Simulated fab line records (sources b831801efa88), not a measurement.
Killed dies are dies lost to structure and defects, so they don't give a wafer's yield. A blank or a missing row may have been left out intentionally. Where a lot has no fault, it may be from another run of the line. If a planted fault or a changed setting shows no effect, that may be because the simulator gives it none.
Problem report in the 8D (eight disciplines) form, filled by code | flow sky130 | the parts of the form that need people (team, actions taken, sign-off) are left out

1. THE PROBLEM
VT_ADJUST_LVTN_2_TW at SKY_VT_ADJUST_LVTN_TW_MEAS_21 reads a mean of 203.6 on 6 wafers of 2 lots; wafers without a fault read 187.9 with a standard deviation of 2.1. Relative to the usual mean, that is a shift of +7.5 standard deviations.
The first sign was on wafer L840.4 at day 11 20:47, on filmMetro-02. Wafers with a number at this step in the record: 39, from 13 lots. Rule for "out" (also "out of limits"): further than 4 standard deviations from the usual mean. The other wafers with a number count as sound.

2. WHAT IT IS, AND WHAT IT ISN'T
question                    | is                         | is not
which readings at this step | VT_ADJUST_LVTN_2_TW        | -
which lots                  | L840, L844                 | L825, L826, L827, L828, L830, L831, L832, L835, L837, L838, L847
which wafers of those lots  | all that have a number     | -
read on which gauges        | filmMetro-02, filmMetro-04 | filmMetro-03
when                        | from day 11 20:47          | up to then (30 sound wafers); but 3 sound wafers of L847 came after

3. THE SUSPECTS, EACH WITH WHAT RULES IT OUT
Counting: a tool at any process step up to the reading remains a suspect when it ran all the lots that are out and ran no sound lot after the first of those.
- ruled out: the gauge at SKY_VT_ADJUST_LVTN_TW_MEAS_21. 2 gauges (filmMetro-02, filmMetro-04) read the wafers that are out.
- implanter-02 at SKY_VT_ADJUST_LVTN_IMPLANT_19: kept. Every lot that is out went through it, starting with L840 (day 11 20:34), and after that it ran no sound lot; the last sound lot it ran before then is L837 (day 11 04:37). Its own beamOnS, faradayCurrentUA readings are out on those wafers.
Remaining after the count: implanter-02 at SKY_VT_ADJUST_LVTN_IMPLANT_19.

4. THE CAUSE (what the simulator had put in)
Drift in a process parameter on implanter-02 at SKY_VT_ADJUST_LVTN_IMPLANT_19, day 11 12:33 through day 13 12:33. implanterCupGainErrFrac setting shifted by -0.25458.
Counting left only this tool.

5. THE CHAIN OF EFFECTS, in route order
Rows list readings where the struck wafers' mean (over those with a number) sits beyond 3 standard deviations from the usual. Only readings whose record carries a usual standard deviation are examined. hours: median over the lots of the time between each lot's start at the first step of this table that gives one and its start at this step. sigmas: the change, counted in usual standard deviations.
hours | step                          | reading             | usual  | on struck wafers | change | sigmas
0     | SKY_VT_ADJUST_LVTN_IMPLANT_19 | beamOnS             | 9.99 s | 13.22            | +3.23  | +16
0     | SKY_VT_ADJUST_LVTN_IMPLANT_19 | faradayCurrentUA    | 3.67   | 2.77             | -0.90  | -13
0     | SKY_VT_ADJUST_LVTN_TW_MEAS_21 | VT_ADJUST_LVTN_2_TW | 187.9  | 203.6            | +15.7  | +7.5
Process steps it contains:
- SKY_VT_ADJUST_LVTN_IMPLANT_19

6. HOW IT WOULD HAVE BEEN CAUGHT EARLIER
The first out-of-limits reading at a measuring or inspecting step in this record came at day 11 20:47, 8 hours after the fault's start at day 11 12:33.
The tool's own readings at SKY_VT_ADJUST_LVTN_IMPLANT_19 were out on every struck wafer that the step has a row for (beamOnS, faradayCurrentUA): an alarm limit on them would have fired on the first of those.
Of the lots that are out (2), L844 began SKY_VT_ADJUST_LVTN_IMPLANT_19 on implanter-02 after day 11 20:47. Putting the tool on hold at that point would have spared it.
